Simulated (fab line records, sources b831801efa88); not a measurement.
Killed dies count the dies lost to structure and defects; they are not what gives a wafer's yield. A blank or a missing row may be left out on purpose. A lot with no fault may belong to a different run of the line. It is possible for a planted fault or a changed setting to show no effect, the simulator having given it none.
fab line records	flow sky130	part 2 of 2: steps 26 to 34 of 34
[record] lots = 5	wafers = 15	last-day = 49
route steps=708 shown VT_ADJUST_HVTR@142 VT_ADJUST_PCH@143 SONOS_TUNNEL@154 SONOS_ONO@168
lots untouched by any fault: they come from a run of this same line in which no faults occurred
start-h: hours from the record's opening day to when the first of the lot's shown wafers began	wait-h: hours since the lot's step before	" unchanged from the row above	L1.1+2: a single row standing in for several wafers	- either no value or no given start	* or withheld: withheld	< > ~ a bound
route shown NAME@n: names a module that has steps shown in the file, with the first one's number in the route	usual: the fault-free wafers' mean and standard deviation	same: alike in all rows	chamber/n: place in a boat	sites: the reading at each site	_std_site: the values' standard deviation	_edge_site: outer sites' mean less inner sites'	radius-mm: for every site, how far away it sits from the centre of the wafer	mask NAME#n: copy n	behind: the last tool/chamber to shape the wafer	hold: reason for holding the lot/hours on hold/outcome of the hold	device: transistor that didn't switch, given as n, p or np	end of line: at the end of the route, the tests of the same wafers	step lacking rows: just its recipe	killed: count of dies lost to structure and defects at first sort (not the wafer's yield)	map: a wafer's dies, x killed, . not, _ none there
set.NAME: setting as actually run; set.NAME@STEP: the setting as run at that earlier step	model.NAME: the simulator's own value behind a step, which no gauge read
lots seen at some steps along the route; tables by step, rows by wafer
services: the hour from which a tool's chamber was out of use, counted from the record's first day as start-h (under 0 if before that day), plus the number of hours and why
[[steps]]
[step SKY_SONOS_TUNNEL_CLEAN_13]
[recipe] chemistry = dHF	time-s = 20	dilution = 100:1	dry = ipa-marangoni
lot.wafer	tool	chamber	start-h	wait-h
L081.1+5+6	wet-bench-02	3	316.89	0.1
L085.1+2+4	wet-bench-02	3	357.05	0.1
L084.1+5+6	wet-bench-02	3	357.73	0.1
L090.3+4+6	wet-bench-04	0	383.07	0.0
L091.2+3+4	wet-bench-03	2	386.71	0.0
[step SKY_SONOS_ONO_OXIDATION_00]
[recipe] temp-c = 800	ambient = O2	idle-temp-c = 700	ramp-up-c-per-min = 10	ramp-down-c-per-min = 3	stabilise-s = 600	purge-s = 300	target-thk-a = 26	ox-time-s = 1249
[usual] ox-temp-c = 800.0/0.4	zone-power-centre-pct = 13.8/1.5
lot.wafer	tool	chamber	start-h	wait-h	ox-temp-c	zone-power-centre-pct
L081.1	furnace-01	0	318.05	1.2	799.9	12.1
L081.5	"	0	"	"	799.8	11.7
L081.6	"	0	"	"	800.2	12.2
L084.1	furnace-02	0	361.51	3.8	800.6	15.0
L084.5	"	0	"	"	800.7	15.2
L084.6	"	0	"	"	800.2	14.9
L085.1	furnace-02	0	361.51	4.4	800.1	15.2
L085.2	"	0	"	"	800.0	15.3
L085.4	"	0	"	"	799.8	15.2
L090.3	furnace-02	0	384.01	0.9	800.1	15.4
L090.4	"	0	"	"	800.2	15.1
L090.6	"	0	"	"	799.8	15.1
L091.2	furnace-02	0	388.16	1.4	800.2	15.2
L091.3	"	0	"	"	800.1	15.0
L091.4	"	0	"	"	800.1	15.2
[step SKY_SONOS_ONO_THK_MEAS_01]
[recipe] reads = SiO2_of_SONOS_ONO_OXIDATION_00
[usual] SONOS_ONO_OXIDATION_THK = 2.61/0.057
lot.wafer	tool	chamber	start-h	wait-h	SONOS_ONO_OXIDATION_THK[nm]
L081.1	film-metro-04	-	319.40	0.0	2.60
L081.5	"	-	"	"	2.59
L081.6	"	-	"	"	2.51
L084.1	film-metro-04	-	362.85	0.0	2.67
L084.5	"	-	"	"	2.61
L084.6	"	-	"	"	2.65
L085.1	film-metro-02	-	362.85	0.0	2.62
L085.2	"	-	"	"	2.63
L085.4	"	-	"	"	2.60
L090.3	film-metro-03	-	385.38	0.0	2.57
L090.4	"	-	"	"	2.60
L090.6	"	-	"	"	2.63
L091.2	film-metro-04	-	389.51	0.0	2.68
L091.3	"	-	"	"	2.63
L091.4	"	-	"	"	2.73
[step SKY_SONOS_ONO_CVD_02]
[recipe] material = Si3N4	precursor = DCS/NH3	target-thk-nm = 10.5	temp-c = 770	time-s = 180	pressure-mtorr = 250
[usual] pressure-mtorr = 249.9/0.55	zone-power-centre-pct = 12.7/1
lot.wafer	tool	chamber	start-h	wait-h	pressure-mtorr	zone-power-centre-pct
L081.1	lpcvd-02	0	320.90	1.5	249.2	13.4
L081.5	"	0	"	"	249.5	13.4
L081.6	"	0	"	"	250.0	13.8
L084.1	lpcvd-02	1	363.35	0.5	250.0	11.2
L084.5	"	1	"	"	250.0	11.4
L084.6	"	1	"	"	250.0	11.3
L085.1	lpcvd-02	0	363.35	0.5	249.9	13.6
L085.2	"	0	"	"	249.7	13.5
L085.4	"	0	"	"	250.1	13.3
L090.3	lpcvd-02	0	386.19	0.8	249.3	13.4
L090.4	"	0	"	"	249.7	13.6
L090.6	"	0	"	"	249.6	13.6
L091.2	lpcvd-02	1	390.23	0.7	249.9	11.2
L091.3	"	1	"	"	250.7	11.3
L091.4	"	1	"	"	249.9	11.4
[step SKY_SONOS_ONO_THK_MEAS_03]
[recipe] reads = Si3N4_of_SONOS_ONO_CVD_02
[usual] SONOS_ONO_CVD_02_THK = 10.48/0.12
lot.wafer	tool	chamber	start-h	wait-h	SONOS_ONO_CVD_02_THK[nm]
L081.1	film-metro-03	-	321.95	0.0	10.66
L081.5	"	-	"	"	10.72
L081.6	"	-	"	"	10.73
L084.1	film-metro-04	-	364.40	0.0	10.44
L084.5	"	-	"	"	10.47
L084.6	"	-	"	"	10.38
L085.1	film-metro-02	-	364.40	0.0	10.34
L085.2	"	-	"	"	10.35
L085.4	"	-	"	"	10.46
L090.3	film-metro-04	-	387.26	0.0	10.41
L090.4	"	-	"	"	10.47
L090.6	"	-	"	"	10.36
L091.2	film-metro-03	-	391.29	0.0	10.28
L091.3	"	-	"	"	10.36
L091.4	"	-	"	"	10.30
[step SKY_SONOS_ONO_CVD_04]
[recipe] material = SiO2	precursor = SiH4/N2O	target-thk-nm = 5.7199	temp-c = 900	pressure-mtorr = 400
[usual] pressure-mtorr = 400.0/0.75	zone-power-centre-pct = 17.5/1.1
lot.wafer	tool	chamber	start-h	wait-h	pressure-mtorr	zone-power-centre-pct
L081.1	lpcvd-03	1	322.01	0.1	400.4	18.3
L081.5	"	1	"	"	399.5	18.1
L081.6	"	1	"	"	400.4	18.2
L084.1	lpcvd-03	0	364.46	0.1	401.7	15.9
L084.5	"	0	"	"	400.0	15.8
L084.6	"	0	"	"	400.0	15.9
L085.1	lpcvd-03	1	364.46	0.1	400.4	18.3
L085.2	"	1	"	"	401.4	18.0
L085.4	"	1	"	"	400.5	18.3
L090.3	lpcvd-03	1	387.30	0.0	400.6	18.4
L090.4	"	1	"	"	400.9	18.2
L090.6	"	1	"	"	399.9	18.2
L091.2	lpcvd-03	0	391.34	0.0	399.4	15.9
L091.3	"	0	"	"	400.2	16.2
L091.4	"	0	"	"	399.2	15.6
[step SKY_SONOS_ONO_THK_MEAS_05]
[recipe] reads = SiO2_of_SONOS_ONO_CVD_04
[usual] SONOS_ONO_CVD_04_THK = 5.80/0.1
lot.wafer	tool	chamber	start-h	wait-h	SONOS_ONO_CVD_04_THK[nm]
L081.1	film-metro-03	-	323.26	0.0	5.76
L081.5	"	-	"	"	5.89
L081.6	"	-	"	"	5.82
L084.1	film-metro-04	-	365.71	0.0	5.88
L084.5	"	-	"	"	5.88
L084.6	"	-	"	"	5.89
L085.1	film-metro-03	-	365.71	0.0	5.92
L085.2	"	-	"	"	5.86
L085.4	"	-	"	"	5.97
L090.3	film-metro-02	-	388.57	0.0	5.79
L090.4	"	-	"	"	5.77
L090.6	"	-	"	"	5.91
L091.2	film-metro-04	-	392.60	0.0	5.73
L091.3	"	-	"	"	5.83
L091.4	"	-	"	"	5.72
[step SKY_SONOS_ONO_DEHYDRATE_06]
[recipe] temp-c = 200	time-s = 60
[usual] chill-plate-temp-C = 22.98/0.099	exhaust-pa = 45.1/0.89
lot.wafer	tool	chamber	start-h	wait-h	chill-plate-temp-C	exhaust-pa
L081.1	litho-track-04	0	335.61	12.3	23.15	44.3
L081.5	"	0	"	"	23.00	45.6
L081.6	"	0	"	"	23.10	44.5
L084.1	litho-track-04	0	378.66	12.9	22.93	45.9
L084.5	"	0	"	"	23.02	44.3
L084.6	"	0	"	"	23.08	44.5
L085.1	litho-track-03	0	378.78	13.1	22.96	45.7
L085.2	"	0	"	"	23.06	44.6
L085.4	"	0	"	"	23.07	46.4
L090.3	litho-track-02	0	402.97	14.4	23.05	45.2
L090.4	"	0	"	"	23.02	46.9
L090.6	"	0	"	"	22.95	47.6
L091.2	litho-track-04	0	406.69	14.1	22.79	44.8
L091.3	"	0	"	"	22.92	45.7
L091.4	"	0	"	"	22.76	46.4
[step SKY_SONOS_ONO_HMDS_07]
[recipe] prime-time-s = 60	prime-temp-c = 120
[usual] chill-plate-temp-C = 22.97/0.099	exhaust-pa = 45.0/0.9
[same] prime-time-s = 60
lot.wafer	tool	chamber	start-h	wait-h	chill-plate-temp-C	exhaust-pa
L081.1	litho-track-04	0	335.76	0.1	22.85	45.3
L081.5	"	0	"	"	22.96	44.2
L081.6	"	0	"	"	22.96	45.3
L084.1	litho-track-04	0	378.81	0.1	22.80	45.1
L084.5	"	0	"	"	22.86	44.2
L084.6	"	0	"	"	22.87	44.4
L085.1	litho-track-03	0	378.93	0.1	22.97	44.6
L085.2	"	0	"	"	22.88	44.7
L085.4	"	0	"	"	22.74	44.6
L090.3	litho-track-02	0	403.12	0.1	23.13	45.3
L090.4	"	0	"	"	23.08	44.6
L090.6	"	0	"	"	23.01	45.2
L091.2	litho-track-04	0	406.84	0.1	22.82	46.1
L091.3	"	0	"	"	22.98	44.8
L091.4	"	0	"	"	22.84	46.7
[[services]]
tool	chamber	start-h	hours	kind
iline-stepper-02	0	270.53	-	calibration
lpcvd-02	-	271.07	2.8	pm
implanter-03	-	283.46	12.4	pm
iline-stepper-01	-	291.32	-	consumable-replace:lamp
implanter-04	-	294.35	4.1	repair
furnace-02	-	303.79	3.0	pm
iline-stepper-01	0	306.03	-	calibration
iline-stepper-01	-	317.65	-	calibration
iline-stepper-01	-	336.40	7.9	repair
litho-track-02	-	337.98	-	consumable-replace:filter
plasma-asher-04	-	341.74	3.7	repair
plasma-asher-02	-	357.80	4.2	repair
wet-bench-04	-	358.21	4.4	pm
furnace-02	-	364.39	3.4	pm
iline-stepper-01	-	366.76	1.7	pm
litho-track-03	-	373.87	-	consumable-replace:filter
implanter-02	-	377.45	4.4	repair
furnace-01	-	396.70	4.1	pm
implanter-03	-	401.12	4.4	repair
implanter-04	-	406.27	2.0	repair
